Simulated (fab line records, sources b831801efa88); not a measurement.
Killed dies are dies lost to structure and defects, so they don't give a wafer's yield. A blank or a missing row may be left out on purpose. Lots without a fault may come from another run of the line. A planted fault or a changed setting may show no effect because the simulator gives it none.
One fault seen from 2 desks | flow sky130 | each desk has only its own numbers; what lay behind them comes last

THE TOOL OWNER'S DESK: hdpcvd-01
The tool's own readings at SKY_VIA4_HDPCVD_00 (deposits SiO2, target thk 1750 nm, time 291.7 s): means of the sampled wafers that have a number, for each lot that ran on this tool. A lot is out of limits, marked OUT, if its mean lies more than 4 standard deviations from the usual mean; the brackets give that distance.
Columns: A = pressure_mtorr at SKY_VIA4_HDPCVD_00, usual 6.000 mTorr; B = sih4_flow_sccm at SKY_VIA4_HDPCVD_00, usual 60.03 sccm
lot  | first seen here | A     | B
L811 | day 43 08:13    | 5.997 | 60.13
L815 | day 44 06:11    | 5.993 | 60.04
L816 | day 44 12:54    | 5.989 | 60.09
L817 | day 44 17:00    | 6.000 | 59.89
L818 | day 45 02:10    | 6.003 | 48.17 (-66) OUT
L819 | day 45 05:10    | 5.999 | 48.19 (-66) OUT
L820 | day 45 11:55    | 5.992 | 48.05 (-67) OUT
This desk's finding: out of limits on L818, L819, L820; first on L818, day 45 02:10 (sih4_flow_sccm at SKY_VIA4_HDPCVD_00). In limits: L811, L815, L816, L817.

THE METROLOGY DESK
What the gauges read, lot by lot, whatever tool the lot ran on: means of the sampled wafers that have a number. A lot is out of limits, marked OUT, if its mean lies more than 4 standard deviations from the usual mean; the brackets give that distance.
Columns: A = CAP2M_OVL at SKY_CAP2M_OVL_MEAS_12, usual 0.2 nm; B = VIA4_HDPCVD_THK at SKY_VIA4_THK_MEAS_01, usual 1761 nm
lot  | first seen here | A    | B
L808 | day 41 07:12    | -0.8 | 1776
L811 | day 42 07:08    | 0.2  | 1751
L812 | day 42 09:20    | -1.2 | 1746
L813 | day 42 20:29    | 0.4  | 1745
L815 | day 43 05:50    | -0.5 | 1756
L816 | day 43 11:52    | 0.1  | 1731
L817 | day 43 16:50    | -1.6 | 1759
L818 | day 44 02:08    | 0.2  | 1410 (-22) OUT
L819 | day 44 06:04    | -0.5 | 1408 (-22) OUT
L820 | day 44 12:42    | -0.4 | 1426 (-21) OUT
L829 | day 47 01:31    | -0.6 | 1766
L830 | day 47 08:54    | -0.7 | 1778
This desk's finding: out of limits on L818, L819, L820; first on L818, day 45 02:20 (VIA4_HDPCVD_THK at SKY_VIA4_THK_MEAS_01). In limits: L808, L811, L812, L813, L815, L816, L817, L829, L830.

PUT TOGETHER
The tool owner's desk could have raised an alarm at day 45 02:10, on L818, L819, L820.
The metrology desk could have raised an alarm at day 45 02:20, on L818, L819, L820.
Of the lots named, all ran SKY_VIA4_HDPCVD_00 on hdpcvd-01.

WHAT THE SIMULATOR HAD PUT IN
Process parameter drift: hdpcvd-01, from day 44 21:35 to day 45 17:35, at SKY_VIA4_HDPCVD_00. Setting sih4_flow_sccm, moved by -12, from 60. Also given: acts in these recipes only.
Lots struck among those shown: L818, L819, L820.
Hours from the fault's start to each desk's first reading out of limits: the tool owner's desk, 5; the metrology desk, 5.
